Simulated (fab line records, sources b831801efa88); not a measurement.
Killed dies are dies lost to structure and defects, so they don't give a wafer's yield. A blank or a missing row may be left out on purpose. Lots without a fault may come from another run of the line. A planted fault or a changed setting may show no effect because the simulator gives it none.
Split-lot experiment | flow sfq_line | 5 lots, 23 wafers read, on a route of 325 steps

THE SPLIT
At SFQ_TRILAYER_JJ_CE_LITHO_COAT_114 (resist thk 600 nm), the setting resist_thk_nm was moved away from the recipe's 600 nm on 9 of the 23 wafers read, by -3.9% to +4.0%. The other wafers ran this setting at the recipe's value.

FROM THE SPLIT TO THE READING: what the file shows between them, 4 steps
- SFQ_TRILAYER_JJ_CE_LITHO_SOFTBAKE_118
- SFQ_TRILAYER_JJ_CE_LITHO_EXPOSE_115: exposes mask J5, target cd 700 nm
- SFQ_TRILAYER_JJ_CE_METRO_MEASURE_117
- SFQ_TRILAYER_JJ_CE_BARC_OPEN_RIE_150: chemistry O2, target BARC, target depth 240 nm, time 80 s

THE READING
KrF_of_TRILAYER_JJ_CE_LITHO_COAT_114.thk_nm (the simulator's own value, which no gauge read), in nm, at SFQ_TRILAYER_JJ_CE_ETCH_RIE_118 (chemistry SF6, target Nb, stops on Al2O3, time 97.7 s, target depth 170 nm). The file gives no usual value for it. The 14 wafers here that ran the recipe average 477.6 nm, standard deviation 1.9 nm.

wafer  | tool, chamber at the split | resist_thk_nm as run, nm | against the recipe | KrF_of_TRILAYER_JJ_CE_LITHO_COAT_114.thk_nm, nm | against lot-mates on the recipe
L075.1 | litho_track-03, 0          | 600                      | recipe             | 479.9                                           | -
L075.3 | litho_track-03, 0          | 600                      | recipe             | 480.1                                           | -
L075.6 | litho_track-03, 0          | 600                      | recipe             | 480.5                                           | -
L076.1 | litho_track-04, 0          | 576.6                    | -3.9%              | 451.6                                           | -23.9
L076.2 | litho_track-04, 0          | 600                      | recipe             | 475.9                                           | -
L076.3 | litho_track-04, 0          | 600                      | recipe             | 475.1                                           | -
L076.4 | litho_track-04, 0          | 576.6                    | -3.9%              | 453.2                                           | -22.3
L076.5 | litho_track-04, 0          | 576.6                    | -3.9%              | 451.8                                           | -23.7
L079.1 | litho_track-03, 0          | 579.1                    | -3.5%              | 458.9                                           | -18.7
L079.2 | litho_track-03, 0          | 579.1                    | -3.5%              | 457.3                                           | -20.3
L079.4 | litho_track-03, 0          | 600                      | recipe             | 477.6                                           | -
L079.5 | litho_track-03, 0          | 600                      | recipe             | 477.6                                           | -
L079.6 | litho_track-03, 0          | 579.1                    | -3.5%              | 456.4                                           | -21.2
L082.1 | litho_track-04, 0          | 623.9                    | +4.0%              | 500.3                                           | +25.8
L082.3 | litho_track-04, 0          | 600                      | recipe             | 474.7                                           | -
L082.4 | litho_track-04, 0          | 623.9                    | +4.0%              | 499.6                                           | +25.1
L082.5 | litho_track-04, 0          | 600                      | recipe             | 474.4                                           | -
L082.6 | litho_track-04, 0          | 623.9                    | +4.0%              | 500.6                                           | +26.1
L085.1 | litho_track-04, 0          | 600                      | recipe             | 477.8                                           | -
L085.3 | litho_track-04, 0          | 600                      | recipe             | 479.7                                           | -
L085.4 | litho_track-04, 0          | 600                      | recipe             | 477.6                                           | -
L085.5 | litho_track-04, 0          | 600                      | recipe             | 478.3                                           | -
L085.6 | litho_track-04, 0          | 600                      | recipe             | 477.7                                           | -

THE FIT
A straight line over all 23 wafers: KrF_of_TRILAYER_JJ_CE_LITHO_COAT_114.thk_nm changes by +5.97 nm for each +1% of resist_thk_nm; r = +0.99; the points scatter about the line by 1.9 nm.
The same after taking each lot's own level away (the mean of its wafers on the recipe; 23 wafers): +6.11 nm for each +1%; r = +1.00; scatter 0.86 nm.
On that fit, the largest move of resist_thk_nm shifts the reading by 24 nm.
The lots' own levels span 474.55 to 480.17 nm, that is 2.9 times the standard deviation above.
So the lot-to-lot level changes the slope little: the two slopes agree.
Check: with one of the wafers moved furthest among these (+4.0%) left out of the fit, the line predicts +24.5 nm for it against its lot-mates. It came out at +25.8 nm against them.

OTHER SPLITS ON THESE WAFERS
These wafers also went through other splits before the reading. Each is held against what the fit with the lots' levels taken away leaves over:
other split on the same wafers                  | wafers away from the commonest value | r with KrF_of_TRILAYER_JJ_CE_LITHO_COAT_114.thk_nm (lot level and that fit taken away)
SFQ_TRILAYER_I4_VIA_LITHO_PEB_106 peb_time_s    | 9                                    | -0.26
SFQ_TRILAYER_JJ_TRILAYER_DEP_SPUTTER_110 time_s | 5                                    | -0.21

THE WHOLE CHAIN: every reading that the file lists as answering this split, in the file's order
step                              | what it does                                                               | reading                                                                                      | change (the file's fit)              | r (the file's)
SFQ_TRILAYER_JJ_CE_LITHO_COAT_114 | resist thk 600 nm                                                          | KrF_of_TRILAYER_JJ_CE_LITHO_COAT_114.thk_nm (the simulator's own value, which no gauge read) | +6.02 nm for each +1% of the setting | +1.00
SFQ_TRILAYER_JJ_CE_ETCH_RIE_118   | chemistry SF6, target Nb, stops on Al2O3, time 97.7 s, target depth 170 nm | KrF_of_TRILAYER_JJ_CE_LITHO_COAT_114.thk_nm (the simulator's own value, which no gauge read) | +6.08 nm for each +1% of the setting | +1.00

THE FILE'S OWN FIT
KrF_of_TRILAYER_JJ_CE_LITHO_COAT_114.thk_nm changes by +6.08 nm for each +1% of resist_thk_nm, r = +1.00.
